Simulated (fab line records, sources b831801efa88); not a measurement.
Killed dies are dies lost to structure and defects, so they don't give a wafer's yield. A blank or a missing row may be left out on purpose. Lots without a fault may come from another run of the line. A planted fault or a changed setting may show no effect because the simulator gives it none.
A struck lot beside a sound one | flow sky130 | 43 steps out of a route of 708
Sound: wafers L347.2, L347.3, L347.5. Struck: wafers L363.4, L363.5. (L363.1 of the same lot was not struck and is left out.) The cause comes at the end.
At each step with rows: each side's tool, then ch and its chambers, then its first start. Under that, the readings that differ: sound wafers | struck wafers | difference of the means | sigmas: that difference in standard deviations of wafers without a fault.
alike: readings whose means differ by less than 2 such deviations, and words and numbers that are the same on both sides. not compared: withheld readings, readings that some wafer has no value for, bounds like >300 that may hide the same value, and numbers for which the record gives no deviation and whose values overlap.
The two part at a step that has a row with sigmas, a row that says differs or no value, or rows on one side only. Numbers that don't overlap but have no deviation are shown without sigmas and don't part them. A reading that every wafer of one side lacks parts them only if that side has two wafers or more.

SKY_VIA2_OVL_MEAS_13:
  sound on overlay-02, day 36 16:26; struck on overlay-02, day 41 13:38
  reading       | sound    | struck | difference | sigmas
  VIA2_OVL (nm) | 13 15 11 | 0 3    | -12        | -2
then, 6 steps without rows for these wafers: SKY_VIA2_ETCH_14 (etches BARC in N2/H2, stops on SiO2, time 45.9 s, target depth 60 nm); SKY_VIA2_ETCH_15 (etches SiO2 in C4F8/O2/Ar, stops on TiN, target depth 546 nm, time 84 s); SKY_VIA2_STRIP_16 (strips in O2/N2); SKY_VIA2_STRIP_17 (strips in post etch residue remover, time 1200 s); SKY_VIA2_CLEAN_18 (cleans in IPA, time 180 s); SKY_VIA2_CLEAN_19 (cleans in O3/DIW).
SKY_VIA2_SPUTTER_20: material TiN, target thk 20 nm, time 80 s.
  sound on pvd_sputter-03, day 36 17:10; struck on pvd_sputter-02, day 41 14:22
  alike: cathode_dc_power_W, throttle_valve_pct
then, 1 step without rows for these wafers: SKY_VIA2_CVD_21 (deposits W, target thk 420 nm, time 126.4 s).
SKY_VIA2_RS_MEAS_22: measures by four-point-probe.
  sound on film_metro-02, day 36 17:22; struck on film_metro-01, day 41 14:35
  alike: VIA2_W_RS
SKY_VIA2_THK_MEAS_23: measures by xrf.
  sound on film_metro-02, day 36 17:29; struck on film_metro-01, day 41 14:43
  reading         | sound       | struck  | difference | sigmas
  VIA2_W_THK (nm) | 417 423 422 | 436 433 | +14        | +2
then, 1 step without rows for these wafers: SKY_VIA2_CMP_24 (polishes, stops on SiO2, t overpolish 20 s, target thk 0 nm).
SKY_METAL3_SPUTTER_00: material Ti, target thk 15 nm, time 10 s.
  sound on pvd_sputter-01, day 36 17:50; struck on pvd_sputter-02, day 41 15:04
  alike: cathode_dc_power_W, throttle_valve_pct
then, 1 step without rows for these wafers: SKY_METAL3_SPUTTER_01 (material TiN, target thk 20 nm, time 16.7 s).
SKY_METAL3_SPUTTER_02: material AlCu, target thk 735 nm, time 39.1 s.
  sound on pvd_sputter-01, day 36 17:53; struck on pvd_sputter-02, day 41 15:07
  alike: cathode_dc_power_W, throttle_valve_pct
SKY_METAL3_SPUTTER_03: material Ti, target thk 5 nm, time 3.3 s.
  sound on pvd_sputter-01, day 36 17:55; struck on pvd_sputter-02, day 41 15:10
  alike: cathode_dc_power_W, throttle_valve_pct
then, 1 step without rows for these wafers: SKY_METAL3_SPUTTER_04 (material TiN, target thk 70 nm, time 58.3 s).
SKY_CAPM_CVD_00: deposits SiO2, target thk 15.5 nm.
  sound on pecvd-03 ch 0,2, day 36 17:59; struck on pecvd-04 ch 0,1, day 41 15:13
  alike: heater_power_w, rf_fwd_power_W, susceptor_temp_C
SKY_CAPM_THK_MEAS_01:
  sound on film_metro-03, day 36 18:01; struck on film_metro-04, day 41 15:14
  alike: CAPM_CVD_00_THK
then, 1 step without rows for these wafers: SKY_CAPM_SPUTTER_02 (material TiN, target thk 200 nm, time 166.7 s).
SKY_CAPM_RS_MEAS_03: measures by four-point-probe.
  sound on film_metro-04, day 36 18:11; struck on film_metro-04, day 41 15:25
  alike: CAPM_TIN_RS
SKY_CAPM_THK_MEAS_04: measures by xrf.
  sound on film_metro-04, day 36 18:18; struck on film_metro-04, day 41 15:32
  alike: CAPM_TIN_THK
then, 7 steps without rows for these wafers: SKY_CAPM_DEHYDRATE_05 (time 60 s); SKY_CAPM_HMDS_06 (prime time 60 s); SKY_CAPM_COAT_07 (resist thk 1140 nm); SKY_CAPM_SOFTBAKE_08 (time 60 s); SKY_CAPM_EXPOSE_09 (exposes mask CAPM, target cd 1000 nm); SKY_CAPM_PEB_10; SKY_CAPM_DEVELOP_11 (develop time 60 s).
SKY_CAPM_OVL_MEAS_12:
  sound on overlay-02, day 37 19:55; struck on overlay-01, day 42 14:46
  alike: CAPM_OVL
SKY_CAPM_METAL_ETCH_13: etches TiN in Cl2/BCl3, stops on SiO2, target depth 220 nm, time 62.9 s.
  sound on rie_metal-03 ch 0,1, day 37 19:56; struck on rie_metal-03 ch 1, day 42 14:47
  alike: drypump_motor_current_A, oes_product_au, rf_fwd_power_W, throttle_valve_pct
  not compared: rf_hours_counter_h
then, 11 steps without rows for these wafers: SKY_CAPM_STRIP_14 (strips in O2/N2); SKY_CAPM_STRIP_15 (strips in post etch residue remover, time 1200 s); SKY_CAPM_CLEAN_16 (cleans in IPA, time 180 s); SKY_CAPM_CLEAN_17 (cleans in O3/DIW); SKY_METAL3_DEHYDRATE_05 (time 60 s); SKY_METAL3_HMDS_06 (prime time 60 s); SKY_METAL3_COAT_07 (resist thk 60 nm); SKY_METAL3_COAT_08 (resist thk 1140 nm); SKY_METAL3_SOFTBAKE_09 (time 90 s); SKY_METAL3_EXPOSE_10 (exposes mask MM3, target cd 300 nm); SKY_METAL3_PEB_11.
-- the record jumps here: 7 days lie between the struck wafers' starts before and after (it left off in module METAL3 and takes up again in module PAD_OPEN, whose first step shown is number 708 of the route) --
SKY_PAD_OPEN_PROBE_99:
  sound on prober-01, day 46 03:37; struck on prober-01, day 49 22:26
  reading                               | sound             | struck      | difference | sigmas
  defect_limited_yield (%)              | 85.0 84.6 82.3    | 78.3 77.6   | -6.0       | -3
  killed_at_M0_to_M3                    | 35 46 43          | 79 77       | +37        | +5
  killed_dies                           | 74 76 87          | 107 110     | +30        | +3
  killed_on_rim                         | 13 12 17          | 25 26       | +12        | +3
  sort_bin_3_pad_short (%)              | 1.2 1.0 0.8       | 3.3 2.6     | +2.0       | +5
  sort_n_pass                           | 418 416 405       | 385 382     | -30        | -3
  sort_yield_pct (%)                    | 85.0 84.6 82.3    | 78.3 77.6   | -6.0       | -3
  model.etest.tester.sort_n_pass        | 418 416 405       | 385 382     | -30        |
  model.etest.tester.sort_yield_pct (%) | 84.96 84.55 82.32 | 78.25 77.64 | -6.00      |
  model.etest.tester.sort_bin_5_pct (%) | 8.537 9.146 10.16 | 11.38 13.41 | +3.11      |
  model.etest.tester.sort_bin_3_pct (%) | 1.22 1.016 0.813  | 3.252 2.642 | +1.931     |
  alike: killed_at_M4_up, killed_at_contacts, killed_at_front_end, killed_at_other, killed_open, killed_short, sort_bin_5_function, sort_bin_6_memory

WHERE THEY PART
First at SKY_VIA2_OVL_MEAS_13; last, within this record, at SKY_PAD_OPEN_PROBE_99.

WHY: what the simulator had put in
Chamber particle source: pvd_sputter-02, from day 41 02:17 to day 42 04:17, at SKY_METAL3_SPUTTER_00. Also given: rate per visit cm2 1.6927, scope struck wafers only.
